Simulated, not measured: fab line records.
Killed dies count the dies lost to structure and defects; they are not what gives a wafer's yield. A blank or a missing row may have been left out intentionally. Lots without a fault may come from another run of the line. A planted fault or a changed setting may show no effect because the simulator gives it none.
Which of the tools did it? ; flow gf180mcu ; 21 wafers from 7 lots sampled at 2 of the route's 602 steps

== WHAT EACH GAUGE READ, for each wafer ==
GF_V5_RS_MEAS_24: a four-point-probe measurement.
lot;measured;on;V5_W_RS (ohm/sq)
L670;day 27 12:25;film_metro-03;0.331 0.332 0.324
L672;day 28 13:19;film_metro-04;0.331 0.328 0.335
L676;day 29 09:09;film_metro-03;0.333 0.329 0.333
L678;day 30 03:02;film_metro-02;0.330 0.331 0.328
L680;day 30 20:17;film_metro-04;0.333 0.335 0.330
L685;day 31 22:11;film_metro-02;0.334 0.337 0.332
L690;day 33 06:53;film_metro-03;0.330 0.333 0.329

== WHAT TOOL EACH LOT RAN ON (gives the tool, then ch and the chambers of the sampled wafers, and finally the start) ==
lot;GF_DUAL_GATE_CLEAN_01
L670;wet_bench-04 ch 1, day 7 20:52
L672;wet_bench-02 ch 0, day 8 11:06
L676;wet_bench-04 ch 1, day 9 11:34
L678;wet_bench-04 ch 3, day 10 00:55
L680;wet_bench-04 ch 3, day 10 15:24
L685;wet_bench-02 ch 1, day 12 00:26
L690;wet_bench-04 ch 1, day 13 13:10
- GF_DUAL_GATE_CLEAN_01: cleans in dHF, time 20 s.

== THE ANSWER, worked out from the rows above alone ==
Rule: the lots themselves supply what counts as usual. Put in order of their means at a reading, lots are off if they are a third of the lots or fewer, leave a main group of 4 or more, and stand apart from it by a gap of 3 or more times the standard deviation of the main group's means; of several such gaps the widest counts. If all means in a main group match to the digits the tables above print for the reading, that group is not used. Also off: a lot with no number at a reading for which 4 or more lots have one. All remaining lots with rows at the step are treated as sound.
Across all readings shown, no lot is off: no conclusion can be drawn from this.

== WHAT WAS PUT IN BY THE SIMULATOR ==
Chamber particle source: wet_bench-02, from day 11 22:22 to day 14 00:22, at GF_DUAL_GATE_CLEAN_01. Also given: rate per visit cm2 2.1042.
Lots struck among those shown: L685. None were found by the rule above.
